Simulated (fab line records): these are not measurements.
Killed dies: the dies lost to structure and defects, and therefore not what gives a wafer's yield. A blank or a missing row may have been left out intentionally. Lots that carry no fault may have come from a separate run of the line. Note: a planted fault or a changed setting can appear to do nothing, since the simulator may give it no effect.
Which tool did it? | flow sky130 | Sampling: 6 lots, 18 wafers, 3 of 708 route steps

WHAT THE GAUGES READ, wafer by wafer
SKY_CONTACT_THK_MEAS_03.
lot  | measured     | on           | CONTACT_HDPCVD_THK (nm)
L235 | day 32 00:23 | filmMetro-03 | 566 565 565
L238 | day 35 09:17 | filmMetro-03 | 564 565 564
L241 | day 35 14:32 | filmMetro-03 | 565 566 547
L248 | day 35 21:34 | filmMetro-02 | 557 539 576
L252 | day 36 09:29 | filmMetro-02 | 570 576 578
L254 | day 36 15:43 | filmMetro-01 | 575 573 576

WHAT TOOL EACH LOT RAN ON (gives the tool, then ch and the chambers of the sampled wafers, and finally the start)
lot  | SKY_LOCAL_INTERCONNECT_STRIP_15     | SKY_CONTACT_HDPCVD_02
L235 | plasmaAsher-04 ch 0,1, day 31 23:38 | hdpcvd-02 ch 0,1,2, day 32 00:19
L238 | plasmaAsher-02 ch 0,1, day 35 08:28 | hdpcvd-01 ch 1,2, day 35 09:13
L241 | plasmaAsher-03 ch 0,1, day 35 13:44 | hdpcvd-01 ch 0,1,2, day 35 14:28
L248 | plasmaAsher-03 ch 0,1, day 35 20:47 | hdpcvd-01 ch 0,1,2, day 35 21:29
L252 | plasmaAsher-04 ch 0,1, day 36 08:43 | hdpcvd-02 ch 1,2, day 36 09:24
L254 | plasmaAsher-02 ch 0,1, day 36 14:58 | hdpcvd-02 ch 1,2, day 36 15:39
- SKY_LOCAL_INTERCONNECT_STRIP_15: strips in O2/N2.
- SKY_CONTACT_HDPCVD_02: deposits SiO2, target thk 565 nm, time 94.2 s.

THE ANSWER, worked out from the rows above alone
Rule: the lots themselves supply what counts as usual. The widest of any qualifying gaps counts: lots, ordered by their means at a reading, are off when they make up no more than a third of the lots, leave a main group of 4 or more, and stand apart from it by 3 or more times the standard deviation of that group's means. A main group is skipped when, at the precision printed for the reading in the tables above, its means are all equal. A lot without any number at a reading at which 4 lots or more have one is off too. All remaining lots with rows at the step are treated as sound.
None of the lots is off at any reading shown; this tells nothing.

WHAT WAS PUT IN BY THE SIMULATOR
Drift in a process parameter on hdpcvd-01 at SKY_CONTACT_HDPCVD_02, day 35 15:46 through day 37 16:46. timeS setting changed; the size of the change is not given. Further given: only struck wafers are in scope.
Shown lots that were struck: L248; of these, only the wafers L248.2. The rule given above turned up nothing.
